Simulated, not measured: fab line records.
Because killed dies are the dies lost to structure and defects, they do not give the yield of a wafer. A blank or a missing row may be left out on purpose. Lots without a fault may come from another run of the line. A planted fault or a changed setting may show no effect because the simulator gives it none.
fab line records	flow sky130	part 1 of 2: steps 1 to 26 of 39
record lots=5	wafers=15	last_day=50
route steps=708 shown VIA1@482 METAL2@483 VIA2@507
lots untouched by any fault: they come from a run of this same line in which no faults occurred
start_h: start of the lot's first displayed wafer, in hours after the record's first day	wait_h: how many hours have passed since the lot's step before this one	" same as the row above	L1.1+2: a single row standing in for several wafers	- no value, or no start given	* or withheld: withheld	< > ~ a bound
route shown NAME@n: names a module that has steps shown in the file, with the first one's number in the route	usual: mean and standard deviation over wafers with no fault	same: alike in all rows	chamber/n: place in a boat	sites: readings site by site	_std_site: the values' standard deviation	_edge_site: mean of outer sites minus mean of inner sites	radius_mm: for every site, how far away it sits from the centre of the wafer	mask NAME#n: copy n	behind: the most recent tool/chamber to have shaped the wafer	hold: why the lot was held/for how many hours/how that ended	device: the transistor (n, p or np) that didn't switch	end of line: tests run on the same wafers once the route is complete	a step with no rows: only its recipe	killed: at the first sort, the dies lost to defects and structure; wafer yield is something else	map: the dies of a wafer, with x for killed, . for not killed, _ for no die there
set.NAME: the setting that was run; set.NAME@STEP: the one run at that earlier step	model.NAME: the simulator's own value behind a step, which no gauge read
a table for each step, a row for each wafer; lots at some steps of the route
services: from which hour (start_h, from the record's first day; less than 0 if before it) a tool's chamber was out of use, for how many hours, and why
## steps
# step SKY_VIA1_CMP_24
# recipe stop_on=SiO2	t_overpolish_s=15	down_force_psi=3.5	platen_rpm=60	target_thk_nm=0	pad_velocity_m_s=0.94248
# usual motor_current_A=11.1/1.5	overpolish_run_s=15.001/0.0081	retaining_ring_pressure_frac=1.001/0.0045	time_to_endpoint_s=63.6/2.8
lot.wafer	tool	chamber	start_h	wait_h	motor_current_A	overpolish_run_s	retaining_ring_pressure_frac	time_to_endpoint_s
L074.4	cmp-01	1	797.23	0.0	12.4	15.005	1.004	59.8
L074.2	"	2	"	"	11.6	15.001	1.000	62.8
L074.3	"	3	"	"	13.3	14.998	0.996	62.6
L079.1	cmp-02	1	830.78	0.1	10.2	15.008	0.997	66.2
L079.2	"	2	"	"	9.4	15.015	1.007	66.8
L079.6	"	1	"	"	9.6	15.002	0.994	62.9
L085.4	cmp-02	2	875.14	0.2	9.4	14.997	0.992	60.4
L085.3	"	3	"	"	9.7	14.994	0.997	56.7
L085.2	"	0	"	"	12.9	15.010	0.999	57.9
L087.4	cmp-01	0	891.31	0.1	11.2	15.005	0.991	63.1
L087.2	"	1	"	"	12.0	14.985	1.001	61.7
L087.5	"	2	"	"	11.4	14.999	0.998	65.0
L095.3	cmp-01	2	954.96	0.0	11.6	15.009	0.997	63.6
L095.1	"	3	"	"	13.2	15.008	1.006	62.9
L095.5	"	3	"	"	13.5	15.004	0.996	62.4
# step SKY_METAL2_SPUTTER_00
# recipe material=Ti	target_thk_nm=15	power_w=3000	time_s=10	chamber_pressure_pa=0.4
# usual throttle_valve_pct=30.1/1.6
lot.wafer	tool	chamber	start_h	wait_h	throttle_valve_pct
L074.2	pvd_sputter-03	-	797.53	0.2	28.3
L074.3	"	-	"	"	31.0
L074.4	"	-	"	"	29.7
L079.1	pvd_sputter-01	-	831.03	0.2	28.2
L079.2	"	-	"	"	31.5
L079.6	"	-	"	"	28.6
L085.2	pvd_sputter-04	-	875.39	0.1	30.3
L085.3	"	-	"	"	31.7
L085.4	"	-	"	"	28.6
L087.2	pvd_sputter-04	-	891.51	0.1	28.3
L087.4	"	-	"	"	32.7
L087.5	"	-	"	"	31.8
L095.1	pvd_sputter-03	-	955.26	0.2	32.4
L095.3	"	-	"	"	28.3
L095.5	"	-	"	"	28.4
# step SKY_METAL2_SPUTTER_01
# recipe material=TiN	target_thk_nm=20	power_w=6500	time_s=16.7	chamber_pressure_pa=0.4
# usual throttle_valve_pct=30.1/1.6
lot.wafer	tool	chamber	start_h	wait_h	throttle_valve_pct
L074.2	pvd_sputter-03	-	797.55	0.0	28.3
L074.3	"	-	"	"	31.0
L074.4	"	-	"	"	29.9
L079.1	pvd_sputter-01	-	831.05	0.0	28.1
L079.2	"	-	"	"	31.2
L079.6	"	-	"	"	28.5
L085.2	pvd_sputter-04	-	875.42	0.0	30.3
L085.3	"	-	"	"	31.6
L085.4	"	-	"	"	28.3
L087.2	pvd_sputter-04	-	891.53	0.0	28.1
L087.4	"	-	"	"	32.3
L087.5	"	-	"	"	31.9
L095.1	pvd_sputter-03	-	955.28	0.0	32.2
L095.3	"	-	"	"	28.1
L095.5	"	-	"	"	28.2
# step SKY_METAL2_SPUTTER_02
# recipe material=AlCu	target_thk_nm=250	power_w=10600	time_s=13.3	chamber_pressure_pa=0.4
# usual throttle_valve_pct=30.1/1.6
lot.wafer	tool	chamber	start_h	wait_h	throttle_valve_pct
L074.2	pvd_sputter-03	-	797.58	0.0	28.4
L074.3	"	-	"	"	30.9
L074.4	"	-	"	"	29.5
L079.1	pvd_sputter-01	-	831.08	0.0	28.3
L079.2	"	-	"	"	31.0
L079.6	"	-	"	"	28.5
L085.2	pvd_sputter-04	-	875.44	0.0	30.3
L085.3	"	-	"	"	31.5
L085.4	"	-	"	"	28.2
L087.2	pvd_sputter-04	-	891.55	0.0	28.4
L087.4	"	-	"	"	32.5
L087.5	"	-	"	"	31.5
L095.1	pvd_sputter-03	-	955.30	0.0	32.6
L095.3	"	-	"	"	28.4
L095.5	"	-	"	"	28.4
# step SKY_METAL2_SPUTTER_03
# recipe material=Ti	target_thk_nm=5	power_w=3000	time_s=3.3	chamber_pressure_pa=0.4
# usual throttle_valve_pct=30.1/1.5
lot.wafer	tool	chamber	start_h	wait_h	throttle_valve_pct
L074.2	pvd_sputter-03	-	797.60	0.0	28.2
L074.3	"	-	"	"	30.9
L074.4	"	-	"	"	29.9
L079.1	pvd_sputter-01	-	831.10	0.0	28.3
L079.2	"	-	"	"	31.1
L079.6	"	-	"	"	28.6
L085.2	pvd_sputter-04	-	875.47	0.0	30.5
L085.3	"	-	"	"	32.0
L085.4	"	-	"	"	28.2
L087.2	pvd_sputter-04	-	891.58	0.0	28.2
L087.4	"	-	"	"	32.4
L087.5	"	-	"	"	31.9
L095.1	pvd_sputter-03	-	955.33	0.0	32.4
L095.3	"	-	"	"	28.7
L095.5	"	-	"	"	28.4
# step SKY_METAL2_SPUTTER_04
# recipe material=TiN	target_thk_nm=70	power_w=6500	time_s=58.3	chamber_pressure_pa=0.4
# usual throttle_valve_pct=30.1/1.6
lot.wafer	tool	chamber	start_h	wait_h	throttle_valve_pct
L074.2	pvd_sputter-03	-	797.62	0.0	28.4
L074.3	"	-	"	"	30.9
L074.4	"	-	"	"	29.7
L079.1	pvd_sputter-01	-	831.12	0.0	28.1
L079.2	"	-	"	"	31.5
L079.6	"	-	"	"	28.2
L085.2	pvd_sputter-04	-	875.49	0.0	30.7
L085.3	"	-	"	"	31.6
L085.4	"	-	"	"	28.2
L087.2	pvd_sputter-04	-	891.60	0.0	28.3
L087.4	"	-	"	"	32.6
L087.5	"	-	"	"	31.6
L095.1	pvd_sputter-03	-	955.35	0.0	32.3
L095.3	"	-	"	"	28.3
L095.5	"	-	"	"	28.5
# step SKY_METAL2_RS_MEAS_05
# recipe thk_meas_gauge=four-point-probe	reads=TiN_of_METAL2_SPUTTER_04+Ti_of_METAL2_SPUTTER_03+AlCu_of_METAL2_SPUTTER_02+TiN_of_METAL2_SPUTTER_01+Ti_of_METAL2_SPUTTER_00
# usual METAL2_ALCU_RS=0.1272/0.0012
lot.wafer	tool	chamber	start_h	wait_h	METAL2_ALCU_RS[ohm/sq]
L074.2	film_metro-02	-	797.69	0.0	0.1297
L074.3	"	-	"	"	0.1267
L074.4	"	-	"	"	0.1283
L079.1	film_metro-04	-	831.18	0.0	0.1251
L079.2	"	-	"	"	0.1259
L079.6	"	-	"	"	0.1251
L085.2	film_metro-04	-	875.55	0.0	0.1284
L085.3	"	-	"	"	0.1303
L085.4	"	-	"	"	0.1284
L087.2	film_metro-03	-	891.67	0.0	0.1271
L087.4	"	-	"	"	0.1281
L087.5	"	-	"	"	0.1267
L095.1	film_metro-04	-	955.40	0.0	0.1272
L095.3	"	-	"	"	0.1272
L095.5	"	-	"	"	0.1259
# step SKY_METAL2_THK_MEAS_06
# recipe thk_meas_gauge=xrf	reads=AlCu_of_METAL2_SPUTTER_02
# usual METAL2_ALCU_THK=246.5/2.7
lot.wafer	tool	chamber	start_h	wait_h	METAL2_ALCU_THK[nm]
L074.2	film_metro-02	-	797.80	0.1	242.2
L074.3	"	-	"	"	246.1
L074.4	"	-	"	"	244.7
L079.1	film_metro-04	-	831.30	0.1	250.9
L079.2	"	-	"	"	247.9
L079.6	"	-	"	"	249.0
L085.2	film_metro-04	-	875.66	0.1	243.5
L085.3	"	-	"	"	239.9
L085.4	"	-	"	"	242.9
L087.2	film_metro-03	-	891.78	0.1	244.0
L087.4	"	-	"	"	247.5
L087.5	"	-	"	"	249.2
L095.1	film_metro-04	-	955.52	0.1	244.5
L095.3	"	-	"	"	247.2
L095.5	"	-	"	"	245.7
# step SKY_METAL2_DEHYDRATE_07
# recipe temp_c=200	time_s=60
# usual heater_power_total_W=160.37/0.13
lot.wafer	tool	chamber	start_h	wait_h	heater_power_total_W
L074.2	litho_track-04	0	809.82	12.0	160.26
L074.3	"	0	"	"	160.23
L074.4	"	0	"	"	160.27
L079.1	litho_track-01	0	843.31	12.0	160.30
L079.2	"	0	"	"	160.24
L079.6	"	0	"	"	160.48
L085.2	litho_track-03	0	888.25	12.6	160.37
L085.3	"	0	"	"	160.36
L085.4	"	0	"	"	160.21
L087.2	litho_track-03	0	903.60	11.8	160.48
L087.4	"	0	"	"	160.33
L087.5	"	0	"	"	160.39
L095.1	litho_track-04	0	967.19	11.7	160.26
L095.3	"	0	"	"	160.52
L095.5	"	0	"	"	160.62
# step SKY_METAL2_HMDS_08
# recipe prime_time_s=60	prime_temp_c=120
lot.wafer	tool	chamber	start_h	wait_h
L074.2+3+4	litho_track-04	0	809.97	0.1
L079.1+2+6	litho_track-01	0	843.46	0.1
L085.2+3+4	litho_track-03	0	888.40	0.1
L087.2+4+5	litho_track-03	0	903.75	0.1
L095.1+3+5	litho_track-04	0	967.34	0.1
# step SKY_METAL2_COAT_09
# recipe resist=BARC	temp_c=withheld	time_s=withheld	spin_rpm=3000	resist_thk_nm=60
lot.wafer	tool	chamber	start_h	wait_h
L074.2+3+4	litho_track-04	0	810.12	0.1
L079.1+2+6	litho_track-01	0	843.61	0.1
L085.2+3+4	litho_track-03	0	888.55	0.1
L087.2+4+5	litho_track-03	0	903.90	0.1
L095.1+3+5	litho_track-04	0	967.49	0.1
# step SKY_METAL2_COAT_10
# recipe resist=KrF-thick	spin_rpm=3000	resist_thk_nm=450
lot.wafer	tool	chamber	start_h	wait_h
L074.2+3+4	litho_track-04	0	-	-
L079.1+2+6	litho_track-01	0	-	-
L085.2+3+4	litho_track-03	0	-	-
L087.2+4+5	litho_track-03	0	-	-
L095.1+3+5	litho_track-04	0	-	-
# step SKY_METAL2_SOFTBAKE_11
# recipe temp_c=100	time_s=90	resist=KrF-thick
# usual heater_power_total_W=57.35/0.11
lot.wafer	tool	chamber	start_h	wait_h	heater_power_total_W
L074.2	litho_track-04	0	-	-	57.52
L074.3	"	0	"	"	57.27
L074.4	"	0	"	"	57.41
L079.1	litho_track-01	0	-	-	57.44
L079.2	"	0	"	"	57.40
L079.6	"	0	"	"	57.36
L085.2	litho_track-03	0	-	-	57.40
L085.3	"	0	"	"	57.35
L085.4	"	0	"	"	57.50
L087.2	litho_track-03	0	-	-	57.47
L087.4	"	0	"	"	57.55
L087.5	"	0	"	"	57.52
L095.1	litho_track-04	0	-	-	57.42
L095.3	"	0	"	"	57.50
L095.5	"	0	"	"	57.43
# step SKY_METAL2_EXPOSE_12
# recipe mask_id=MM2	na=0.8	source_shape=annular	sigma_inner=0.55	sigma_outer=0.85	target_cd_nm=140	dose_mj=28
# same na=0.8
lot.wafer	tool	chamber	start_h	wait_h	mask
L074.2+3+4	krf_scanner-01	0	-	-	MM2#0
L079.1+2+6	krf_scanner-01	0	-	-	MM2#0
L085.2+3+4	krf_scanner-01	0	-	-	MM2#0
L087.2+4+5	krf_scanner-01	0	-	-	MM2#0
L095.1+3+5	krf_scanner-01	0	-	-	MM2#0
# step SKY_METAL2_PEB_13
# recipe peb_temp_c=withheld	peb_time_s=withheld	resist=KrF-thick
lot.wafer	tool	chamber	start_h	wait_h
L074.2+3+4	litho_track-04	0	-	-
L079.1+2+6	litho_track-04	0	-	-
L085.2+3+4	litho_track-04	0	-	-
L087.2+4+5	litho_track-03	0	-	-
L095.1+3+5	litho_track-03	0	-	-
# step SKY_METAL2_DEVELOP_14
# recipe develop_time_s=60	resist=KrF-thick	dev_temp_c=21
lot.wafer	tool	chamber	start_h	wait_h
L074.2+3+4	litho_track-04	0	-	-
L079.1+2+6	litho_track-04	0	-	-
L085.2+3+4	litho_track-04	0	-	-
L087.2+4+5	litho_track-03	0	-	-
L095.1+3+5	litho_track-03	0	-	-
# step SKY_METAL2_CD_MEAS_15
# recipe target_cd_nm=140
# usual cd_nm=140.3/1.4
lot.wafer	tool	chamber	start_h	wait_h	cd_nm
L074.2	cd_sem-01	-	823.96	-	141.3
L074.3	"	-	"	"	141.3
L074.4	"	-	"	"	140.7
L079.1	cd_sem-01	-	857.39	-	140.1
L079.2	"	-	"	"	140.3
L079.6	"	-	"	"	140.5
L085.2	cd_sem-01	-	901.81	-	139.7
L085.3	"	-	"	"	140.7
L085.4	"	-	"	"	141.3
L087.2	cd_sem-01	-	917.09	-	138.5
L087.4	"	-	"	"	139.8
L087.5	"	-	"	"	138.9
L095.1	cd_sem-02	-	979.77	-	140.7
L095.3	"	-	"	"	141.1
L095.5	"	-	"	"	141.3
# step SKY_METAL2_OVL_MEAS_16
# usual METAL2_OVL=1/5.3
lot.wafer	tool	chamber	start_h	wait_h	METAL2_OVL[nm]
L074.2	overlay-01	-	824.07	0.1	1
L074.3	"	-	"	"	-3
L074.4	"	-	"	"	-1
L079.1	overlay-02	-	857.51	0.1	10
L079.2	"	-	"	"	11
L079.6	"	-	"	"	10
L085.2	overlay-01	-	901.92	0.1	-4
L085.3	"	-	"	"	1
L085.4	"	-	"	"	4
L087.2	overlay-02	-	917.20	0.1	-8
L087.4	"	-	"	"	5
L087.5	"	-	"	"	-9
L095.1	overlay-02	-	979.89	0.1	0
L095.3	"	-	"	"	4
L095.5	"	-	"	"	-2
# step SKY_METAL2_DESCUM_17
# recipe chemistry=O2	source_power_w=150	bias_power_w=0	pressure_mtorr=10	temp_c=40	time_s=8
# usual chamber_pressure_mTorr=10.000/0.0097	drypump_motor_current_A=5.5/0.53	oes_product_au=1.004/0.0084
lot.wafer	tool	chamber	start_h	wait_h	chamber_pressure_mTorr	drypump_motor_current_A	oes_product_au	rf_hours_counter_h
L074.2	rie_metal-02	1	824.10	0.0	10.005	6.1	0.997	5
L074.3	"	1	"	"	10.010	6.1	1.003	-
L074.4	"	0	"	"	10.000	5.0	1.013	-
L079.1	rie_metal-03	0	857.55	0.0	10.001	5.6	1.003	14
L079.2	"	1	"	"	9.996	4.7	1.002	4
L079.6	"	0	"	"	9.979	5.6	1.003	-
L085.2	rie_metal-03	1	901.96	0.0	10.003	4.7	0.995	-
L085.3	"	1	"	"	10.015	4.7	1.000	-
L085.4	"	1	"	"	10.008	4.7	1.000	-
L087.2	rie_metal-02	1	917.23	0.0	10.006	6.1	1.002	9
L087.4	"	0	"	"	9.989	5.0	1.022	-
L087.5	"	0	"	"	10.004	5.0	1.014	-
L095.1	rie_metal-04	0	979.93	0.0	9.999	5.9	1.000	2
L095.3	"	1	"	"	10.002	6.0	1.008	-
L095.5	"	0	"	"	10.015	5.8	1.001	-
# step SKY_METAL2_ETCH_18
# recipe chemistry=N2/H2	target=BARC	ion_energy_ev=200	bias_w=100	pressure_mtorr=30	n2_flow_sccm=100	h2_flow_sccm=200	icp_w=500	stop_on=SiO2	time_s=45.9	target_depth_a=600
# usual chamber_pressure_mTorr=30.001/0.025	drypump_motor_current_A=5.5/0.53	h2_flow_sccm=200.0/0.55	oes_product_au=0.854/0.0046	throttle_valve_pct=13.225/0.0091
lot.wafer	tool	chamber	start_h	wait_h	chamber_pressure_mTorr	drypump_motor_current_A	h2_flow_sccm	oes_product_au	rf_hours_counter_h	throttle_valve_pct
L074.2	rie_metal-02	1	824.13	0.0	29.974	6.1	200.4	0.840	5	13.220
L074.3	"	1	"	"	30.005	6.1	201.1	0.847	-	13.231
L074.4	"	0	"	"	30.009	5.0	200.3	0.849	-	13.218
L079.1	rie_metal-03	0	857.58	0.0	29.990	5.6	199.5	0.858	14	13.226
L079.2	"	1	"	"	30.033	4.7	200.2	0.862	4	13.226
L079.6	"	0	"	"	29.990	5.6	200.0	0.850	-	13.225
L085.2	rie_metal-03	1	902.03	0.1	29.966	4.7	200.2	0.856	-	13.213
L085.3	"	1	"	"	30.037	4.7	199.8	0.859	-	13.232
L085.4	"	1	"	"	29.900	4.7	200.5	0.861	-	13.217
L087.2	rie_metal-02	1	917.26	0.0	30.034	6.1	200.7	0.856	9	13.226
L087.4	"	0	"	"	30.005	5.0	199.6	0.857	-	13.207
L087.5	"	0	"	"	29.981	5.0	199.9	0.857	-	13.218
L095.1	rie_metal-04	0	979.96	0.0	29.974	5.8	199.4	0.841	2	13.238
L095.3	"	1	"	"	29.982	6.0	200.1	0.855	-	13.240
L095.5	"	0	"	"	29.986	5.8	198.9	0.855	-	13.233
# step SKY_METAL2_METAL_ETCH_19
# recipe target_depth_a=3600	stop_on=SiO2	over_etch_frac=0.3	time_s=78	chemistry=Cl2/BCl3	resist_sidewall_deg=88	pressure_mtorr=10	icp_w=900	bias_w=48.5	Cl2_flow_sccm=60	bcl3_flow_sccm=30
# usual chamber_pressure_mTorr=10.000/0.0098	drypump_motor_current_A=5.5/0.53	mfc_cl2_sccm=60.00/0.19	oes_product_au=0.853/0.0057	throttle_valve_pct=22.263/0.0095
lot.wafer	tool	chamber	start_h	wait_h	chamber_pressure_mTorr	drypump_motor_current_A	mfc_cl2_sccm	oes_product_au	rf_hours_counter_h	throttle_valve_pct
L074.2	rie_metal-02	1	824.19	0.0	10.008	6.1	60.22	0.842	5	22.266
L074.3	"	1	"	"	10.002	6.1	60.00	0.849	-	22.264
L074.4	"	0	"	"	9.997	5.0	59.79	0.847	-	22.258
L079.1	rie_metal-03	0	857.64	0.0	9.986	5.6	60.01	0.863	14	22.277
L079.2	"	1	"	"	10.004	4.7	59.92	0.847	4	22.256
L079.6	"	0	"	"	9.998	5.6	60.15	0.857	-	22.266
L085.2	rie_metal-03	1	902.17	0.1	9.995	4.7	60.30	0.851	-	22.256
L085.3	"	1	"	"	10.008	4.7	60.09	0.844	-	22.259
L085.4	"	1	"	"	10.000	4.7	60.02	0.844	-	22.273
L087.2	rie_metal-02	1	917.32	0.0	10.012	6.1	60.30	0.859	9	22.276
L087.4	"	0	"	"	10.023	5.0	59.85	0.844	-	22.238
L087.5	"	0	"	"	10.009	5.0	59.91	0.855	-	22.252
L095.1	rie_metal-04	0	980.02	0.0	9.985	5.9	60.20	0.848	2	22.248
L095.3	"	1	"	"	9.997	6.0	60.03	0.844	-	22.264
L095.5	"	0	"	"	9.988	5.8	59.91	0.858	-	22.273
# step SKY_METAL2_STRIP_20
# recipe chemistry=O2/N2	power_w=1400	pressure_mtorr=1500	platen_temp_c=withheld	o2_flow_sccm=3000	n2_flow_sccm=300	overash_fraction=0.5
# usual chamber_pressure_mTorr=1500.1/1.5	drypump_motor_current_A=5.7/0.49	oes_product_au=0.342/0.0048	strip_time_to_endpoint_s=2.67/0.034
lot.wafer	tool	chamber	start_h	wait_h	chamber_pressure_mTorr	drypump_motor_current_A	oes_product_au	rf_hours_counter_h	strip_time_to_endpoint_s
L074.2	plasma_asher-04	0	824.28	0.1	1499.0	6.0	0.342	40	2.66
L074.3	"	1	"	"	1498.7	5.4	0.345	-	2.64
L074.4	"	0	"	"	1499.0	6.0	0.343	-	2.66
L079.1	plasma_asher-01	0	857.73	0.1	1502.3	6.3	0.337	10	2.65
L079.2	"	1	"	"	1500.0	4.8	0.344	10	2.67
L079.6	"	0	"	"	1500.0	6.3	0.334	-	2.64
L085.2	plasma_asher-03	0	902.32	0.1	1502.0	6.2	0.329	74	2.70
L085.3	"	1	"	"	1500.5	5.3	0.352	-	2.68
L085.4	"	0	"	"	1499.5	6.2	0.334	-	2.69
L087.2	plasma_asher-04	0	917.41	0.1	1500.7	6.0	0.350	49	2.71
L087.4	"	1	"	"	1497.3	5.4	0.339	-	2.65
L087.5	"	1	"	"	1500.9	5.4	0.340	-	2.68
L095.1	plasma_asher-03	1	980.11	0.1	1497.1	5.4	0.342	82	2.71
L095.3	"	1	"	"	1498.2	5.3	0.338	-	2.64
L095.5	"	0	"	"	1498.1	6.2	0.346	-	2.73
# step SKY_METAL2_STRIP_21
# recipe chemistry=post_etch_residue_remover	time_s=1200	temp_c=72.5
lot.wafer	tool	chamber	start_h	wait_h
L074.2+3+4	wet_bench-02	3	824.38	0.1
L079.1+2+6	wet_bench-02	0	857.83	0.1
L085.2+3+4	wet_bench-01	3	902.42	0.1
L087.2+4+5	wet_bench-03	0	917.51	0.1
L095.1+3+5	wet_bench-01	2	980.21	0.1
# step SKY_METAL2_CLEAN_22
# recipe chemistry=IPA	time_s=180	temp_c=25
lot.wafer	tool	chamber	start_h	wait_h
L074.2+3+4	wet_bench-03	1	824.72	0.0
L079.1+2+6	wet_bench-03	0	858.17	0.0
L085.2+3+4	wet_bench-03	2	902.76	0.0
L087.2+4+5	wet_bench-03	3	917.85	0.0
L095.1+3+5	wet_bench-03	1	980.55	0.0
# step SKY_METAL2_CLEAN_23
# recipe chemistry=O3/DIW	dry=n2_spin
lot.wafer	tool	chamber	start_h	wait_h
L074.2+3+4	wet_bench-02	1	824.79	0.0
L079.1+2+6	wet_bench-01	3	858.23	0.0
L085.2+3+4	wet_bench-02	3	902.82	0.0
L087.2+4+5	wet_bench-03	3	917.91	0.0
L095.1+3+5	wet_bench-01	1	980.66	0.0
# step SKY_VIA2_HDPCVD_00
# recipe material=SiO2	target_thk_nm=1180	sigma_open_frac=0.3	time_s=196.7	temp_c=400	sih4_flow_sccm=60	pressure_mtorr=6
# usual susceptor_temp_C=399.97/0.21
lot.wafer	tool	chamber	start_h	wait_h	susceptor_temp_C
L074.2	hdpcvd-02	2	824.88	0.0	400.10
L074.3	"	2	"	"	400.14
L074.4	"	1	"	"	399.90
L079.1	hdpcvd-01	2	858.33	0.0	399.98
L079.2	"	1	"	"	400.06
L079.6	"	1	"	"	400.15
L085.2	hdpcvd-01	2	903.00	0.0	399.85
L085.3	"	0	"	"	399.70
L085.4	"	2	"	"	399.92
L087.2	hdpcvd-01	0	918.00	0.0	400.01
L087.4	"	0	"	"	399.78
L087.5	"	2	"	"	400.07
L095.1	hdpcvd-01	1	980.75	0.0	399.98
L095.3	"	0	"	"	399.86
L095.5	"	0	"	"	399.85
